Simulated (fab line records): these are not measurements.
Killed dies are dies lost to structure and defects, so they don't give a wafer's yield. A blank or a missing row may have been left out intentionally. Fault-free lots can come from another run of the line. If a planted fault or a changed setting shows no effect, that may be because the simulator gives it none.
A lot that was struck, set against a sound lot ; flow gf180mcu ; 15 out of 602 route steps
Sound: the wafers L863.2, L863.4, L863.5. Struck: wafer L851.1 (left out: L851.5, L851.6 of the same lot, which were not struck); the cause appears at the end.
Per side, at each step with rows, come the tool, then ch with its chambers, and then its first start. Under that, the readings that differ: sound wafers ; struck wafers ; difference of the means ; sigmas: that difference in standard deviations of wafers without a fault.
alike: readings whose means differ by less than 2 such deviations, and words and numbers that are the same on both sides. not compared: withheld readings, readings that some wafer has no value for, bounds like >300 that may hide the same value, and numbers for which the record gives no deviation and whose values overlap.
Wherever a step has rows on one side only, a row that says differs or no value, or a row with sigmas, the two part there. When numbers do not overlap yet have no deviation, they are printed without sigmas and do not part them. A reading that every wafer of one side lacks parts them only if that side has two wafers or more.

first, 3 steps without rows for these wafers: GF_V2_STRIP_18 (strips in O2/N2); GF_V2_STRIP_19 (strips in post etch residue remover, time 1200 s); GF_V2_CLEAN_20 (cleans in DIW).
GF_V2_SPUTTER_21: material Ti, target thk 15 nm, time 80.02 s.
  sound: pvdSputter-04 at day 25 15:59; struck: pvdSputter-04 at day 21 21:01
  alike: chamberPressurePa, throttleValvePct
GF_V2_SPUTTER_22: material TiN, target thk 10 nm, time 40 s.
  sound: pvdSputter-04 at day 25 16:02; struck: pvdSputter-04 at day 21 21:05
  alike: chamberPressurePa, throttleValvePct
then, 1 step without rows for these wafers: GF_V2_CVD_23 (deposits W, target thk 350 nm, time 104.94 s).
GF_V2_RS_MEAS_24: measures by four-point-probe.
  sound: filmMetro-03 at day 25 16:13; struck: filmMetro-01 at day 21 21:14
  alike: V2_W_RS
GF_V2_THK_MEAS_25: measures by xrf.
  sound: filmMetro-03 at day 25 16:20; struck: filmMetro-01 at day 21 21:21
reading;sound;struck;difference;sigmas
V2_W_THK (nm);342 343 341;352;+10;+2
GF_V2_CMP_26: polishes, stops on SiO2, t overpolish 15 s, target thk 0 nm.
  sound on cmp-01 ch 2,3, day 25 16:23; struck on cmp-02 ch 1, day 21 21:25
  alike: motorCurrentA, overpolishRunS, timeToEndpointS
then, 2 steps without rows for these wafers: GF_M3_SPUTTER_00 (material Ti, target thk 37.5 nm, time 150 s); GF_M3_SPUTTER_01 (material TiN, target thk 30 nm, time 25 s).
GF_M3_SPUTTER_02: material AlCu, target thk 450 nm, time 23.9 s.
  sound: pvdSputter-01 at day 25 16:49; struck: pvdSputter-01 at day 21 21:50
reading;sound;struck;difference;sigmas
throttleValvePct (%);28.9 28.8 29.1;30.9;+2.0;+2
  alike: chamberPressurePa
GF_M3_SPUTTER_03: material Ti, target thk 10 nm, time 6.7 s.
  sound: pvdSputter-01 at day 25 16:50; struck: pvdSputter-01 at day 21 21:52
reading;sound;struck;difference;sigmas
throttleValvePct (%);28.8 28.9 28.8;31.0;+2.2;+2
model.Ti_of_M3_SPUTTER_03.thkNm (nm);10.14 9.964 9.959;10.93;+0.91;
  alike: chamberPressurePa
GF_M3_SPUTTER_04: material TiN, target thk 50 nm, time 41.7 s.
  sound: pvdSputter-01 at day 25 16:52; struck: pvdSputter-01 at day 21 21:53
reading;sound;struck;difference;sigmas
throttleValvePct (%);28.8 28.8 29.0;31.1;+2.2;+3
  alike: chamberPressurePa
GF_PASSIVATION_PROBE_99:
  sound wafers here have rows in the record (prober-01, day 33 03:23); struck ones have none

## WHERE THEY PART
At GF_V2_THK_MEAS_25 first; at GF_PASSIVATION_PROBE_99 last (within this record only).

WHY: whatever the simulator had introduced
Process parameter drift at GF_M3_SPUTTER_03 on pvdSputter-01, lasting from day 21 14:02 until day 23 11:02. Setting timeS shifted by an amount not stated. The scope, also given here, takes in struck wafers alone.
